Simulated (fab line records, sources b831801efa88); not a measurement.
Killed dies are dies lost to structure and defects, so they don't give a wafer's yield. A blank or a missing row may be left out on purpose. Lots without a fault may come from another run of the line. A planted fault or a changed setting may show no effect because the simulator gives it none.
Which tool did it? | flow sfq_line | 14 lots, 42 wafers sampled, at 2 steps of a route of 325

WHAT THE GAUGES READ, wafer by wafer
The record holds no reading of a measuring or inspecting step that can be judged against a usual standard deviation.

WHICH TOOL RAN EACH LOT (tool, then ch and the chambers of the sampled wafers, then the start)
lot  | SFQ_TRILAYER_L0_VIA_LITHO_COAT_018 | SFQ_TRILAYER_L0_VIA_BARC_OPEN_VIA_ETCH_021
L574 | litho_track-04 ch 0, day 4 11:13   | rie_diel-04 ch 2,3, day 7 14:18
L575 | litho_track-03 ch 0, day 4 18:22   | rie_diel-01 ch 2,3, day 7 22:49
L576 | litho_track-04 ch 0, day 4 23:08   | rie_diel-01 ch 1,2, day 8 03:37
L578 | litho_track-02 ch 0, day 5 07:31   | rie_diel-04 ch 1,2,3, day 8 12:46
L580 | litho_track-03 ch 0, day 5 11:07   | rie_diel-04 ch 1,2, day 8 17:34
L584 | litho_track-04 ch 0, day 6 12:50   | rie_diel-02 ch 1,2, day 9 19:58
L585 | litho_track-03 ch 0, day 6 16:29   | rie_diel-02 ch 0,3, day 9 23:34
L587 | litho_track-03 ch 0, day 7 05:34   | rie_diel-02 ch 0,2,3, day 10 16:20
L590 | litho_track-02 ch 0, day 8 02:08   | rie_diel-01 ch 0,1,2, day 11 15:08
L592 | litho_track-02 ch 0, day 8 12:35   | rie_diel-01 ch 1,2,3, day 12 04:20
L593 | litho_track-04 ch 0, day 8 19:38   | rie_diel-02 ch 2,3, day 12 13:31
L595 | litho_track-04 ch 0, day 9 05:20   | rie_diel-04 ch 0,1,2, day 13 01:31
L596 | litho_track-02 ch 0, day 9 11:16   | rie_diel-01 ch 0,2, day 13 02:43
L597 | litho_track-02 ch 0, day 9 16:11   | rie_diel-02 ch 0,3, day 13 03:55
- SFQ_TRILAYER_L0_VIA_LITHO_COAT_018: resist thk 62 nm.
- SFQ_TRILAYER_L0_VIA_BARC_OPEN_VIA_ETCH_021: etches BARC in O2, target depth 125 nm, time 41.7 s.

WHAT THE TOOLS THEMSELVES READ (means of the sampled wafers that have a number; where no wafer has one, the mark that the record gives instead)
SFQ_TRILAYER_L0_VIA_BARC_OPEN_VIA_ETCH_021.
lot  | tool        | drypump_motor_current_A (A) | oes_product_au (a.u.)
L574 | rie_diel-04 | 5.6                         | 0.688
L575 | rie_diel-01 | 5.5                         | 0.684
L576 | rie_diel-01 | 5.8                         | 0.689
L578 | rie_diel-04 | 5.3                         | 0.682
L580 | rie_diel-04 | 5.1                         | 0.683
L584 | rie_diel-02 | 5.4                         | 0.688
L585 | rie_diel-02 | 6.0                         | 0.708
L587 | rie_diel-02 | 5.7                         | 0.706
L590 | rie_diel-01 | 5.7                         | 0.687
L592 | rie_diel-01 | 5.5                         | 0.686
L593 | rie_diel-02 | 5.5                         | 0.687
L595 | rie_diel-04 | 5.5                         | 0.684
L596 | rie_diel-01 | 5.7                         | 0.681
L597 | rie_diel-02 | 5.7                         | 0.686

THE ANSWER, worked out from the rows above alone
Rule: what is usual is taken from the lots themselves. Put in order of their means at a reading, lots are off if they are a third of the lots or fewer, leave a main group of 4 or more, and stand apart from it by a gap of 3 or more times the standard deviation of the main group's means; of several such gaps the widest counts. A main group whose means are all the same, to the digits that the tables above print for the reading, isn't used. A lot without any number at a reading at which 4 lots or more have one is off too. The other lots that the step has rows for count as sound. The gauges are gone through in route order, then the tools' own readings, and for those a lot's mean is taken as printed above. The first step at which some lot is off is used, and at that step the reading that is off furthest; a lot without a number counts as furthest.
Off: L585, L587, at SFQ_TRILAYER_L0_VIA_BARC_OPEN_VIA_ETCH_021 (oes_product_au). The main group: mean 0.685 a.u., standard deviation 0.0025.
A tool fits if, at that step or a process step before it, it ran every lot that is off, and no sound lot after the first of them. One fits: litho_track-03 at SFQ_TRILAYER_L0_VIA_LITHO_COAT_018. Its last sound lot is L580 (day 5 11:07), its first lot that is off L585 (day 6 16:29): a fault that began between those two fits.

WHAT THE SIMULATOR HAD PUT IN
Process parameter drift: litho_track-03, from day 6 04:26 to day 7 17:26, at SFQ_TRILAYER_L0_VIA_LITHO_COAT_018. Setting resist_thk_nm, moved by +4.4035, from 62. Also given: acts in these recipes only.
Lots struck among those shown: L585, L587. The rule above found the same.
